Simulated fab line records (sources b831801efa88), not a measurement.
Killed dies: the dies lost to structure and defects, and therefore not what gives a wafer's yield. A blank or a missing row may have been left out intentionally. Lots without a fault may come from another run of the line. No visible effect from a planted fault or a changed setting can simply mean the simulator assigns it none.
Split-lot trial + flow sky130 + 23 wafers read across 5 lots, on a route 708 steps long

## ABOUT THE SPLIT
At SKY_METAL5_SPUTTER_02 (material AlCu, target thk 1150 nm, time 61.2 s), the setting power_w was moved away from the recipe's 10600 W on 10 of the 23 wafers read, by -7.6% to +10.0%. This setting was run at the recipe's value on the other wafers.

The split's own step is where the reading is taken.

## THE READING
AlCu_of_METAL5_SPUTTER_02.thk_nm (the simulator's own value, which no gauge read), in nm, at SKY_METAL5_SPUTTER_02 (material AlCu, target thk 1150 nm, time 61.2 s). No usual value for it is given in the file. Here, 13 wafers ran the recipe; their average is 1155 nm with a standard deviation of 15 nm.

| wafer  | tool, chamber at the split | power_w as run, W | against the recipe | AlCu_of_METAL5_SPUTTER_02.thk_nm, nm | against lot-mates on the recipe |
|--------|----------------------------|-------------------|--------------------|--------------------------------------|---------------------------------|
| L074.1 | pvd_sputter-03, -          | 9791              | -7.6%              | 1073                                 | -62                             |
| L074.2 | pvd_sputter-03, -          | 9791              | -7.6%              | 1047                                 | -88                             |
| L074.4 | pvd_sputter-03, -          | 10600             | recipe             | 1132                                 | -                               |
| L074.5 | pvd_sputter-03, -          | 10600             | recipe             | 1137                                 | -                               |
| L074.6 | pvd_sputter-03, -          | 9791              | -7.6%              | 1065                                 | -70                             |
| L076.1 | pvd_sputter-04, -          | 10600             | recipe             | 1173                                 | -                               |
| L076.2 | pvd_sputter-04, -          | 9794              | -7.6%              | 1089                                 | -81                             |
| L076.3 | pvd_sputter-04, -          | 10600             | recipe             | 1172                                 | -                               |
| L076.4 | pvd_sputter-04, -          | 10600             | recipe             | 1165                                 | -                               |
| L076.5 | pvd_sputter-04, -          | 9794              | -7.6%              | 1078                                 | -92                             |
| L083.1 | pvd_sputter-02, -          | 10600             | recipe             | 1138                                 | -                               |
| L083.2 | pvd_sputter-02, -          | 11660             | +10.0%             | 1260                                 | +114                            |
| L083.3 | pvd_sputter-02, -          | 11660             | +10.0%             | 1253                                 | +107                            |
| L083.4 | pvd_sputter-02, -          | 10600             | recipe             | 1159                                 | -                               |
| L083.6 | pvd_sputter-02, -          | 10600             | recipe             | 1141                                 | -                               |
| L080.1 | pvd_sputter-04, -          | 10600             | recipe             | 1172                                 | -                               |
| L080.2 | pvd_sputter-04, -          | 10600             | recipe             | 1173                                 | -                               |
| L080.3 | pvd_sputter-04, -          | 10600             | recipe             | 1166                                 | -                               |
| L085.1 | pvd_sputter-03, -          | 10600             | recipe             | 1145                                 | -                               |
| L085.2 | pvd_sputter-03, -          | 10600             | recipe             | 1143                                 | -                               |
| L085.3 | pvd_sputter-03, -          | 11050             | +4.2%              | 1194                                 | +50                             |
| L085.4 | pvd_sputter-03, -          | 11050             | +4.2%              | 1204                                 | +60                             |
| L085.5 | pvd_sputter-03, -          | 11050             | +4.2%              | 1192                                 | +48                             |

FIT RESULTS
A straight line over all 23 wafers: AlCu_of_METAL5_SPUTTER_02.thk_nm changes by +10.6 nm for each +1% of power_w; r = +0.97; the points scatter about the line by 14 nm.
The same after taking each lot's own level away (the mean of its wafers on the recipe; 23 wafers): +10.8 nm for each +1%; r = +0.99; scatter 7.7 nm.
The reading moves by 1.1e+02 nm for the largest change in power_w, on that fit.
The lots' own levels span 1134.5 to 1170.3 nm, that is 2.3 times the standard deviation above.
Hence the lot-to-lot level has little effect on the slope; both slopes agree.
Check: +109 nm against its lot-mates is what the line predicts for one of the wafers moved furthest among these (+10.0%) when that wafer is left out of the fit. It came out at +114 nm against them.

## OTHER SPLITS APPLIED TO THESE WAFERS
Note: prior to the reading, these wafers also went through further splits. Each is held against what the fit with the lots' levels taken away leaves over:
| other split on the same wafers       | wafers away from the commonest value | r with AlCu_of_METAL5_SPUTTER_02.thk_nm (lot level and that fit taken away) |
|--------------------------------------|--------------------------------------|-----------------------------------------------------------------------------|
| SKY_METAL3_DEVELOP_12 develop_time_s | 8                                    | +0.03                                                                       |
| SKY_VIA3_COAT_06 resist_thk_nm       | 8                                    | -0.23                                                                       |
| SKY_VIA3_COAT_07 spin_rpm            | 7                                    | -0.09                                                                       |
| SKY_METAL4_SPUTTER_03 power_w        | 6                                    | +0.13                                                                       |
| SKY_CAP2M_EXPOSE_09 dose_mj          | 11                                   | -0.22                                                                       |
| SKY_VIA4_CMP_02 leave_above_ref_nm   | 8                                    | +0.40                                                                       |

## FILE'S OWN FIT
AlCu_of_METAL5_SPUTTER_02.thk_nm changes by +10.9 nm for each +1% of power_w, r = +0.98.
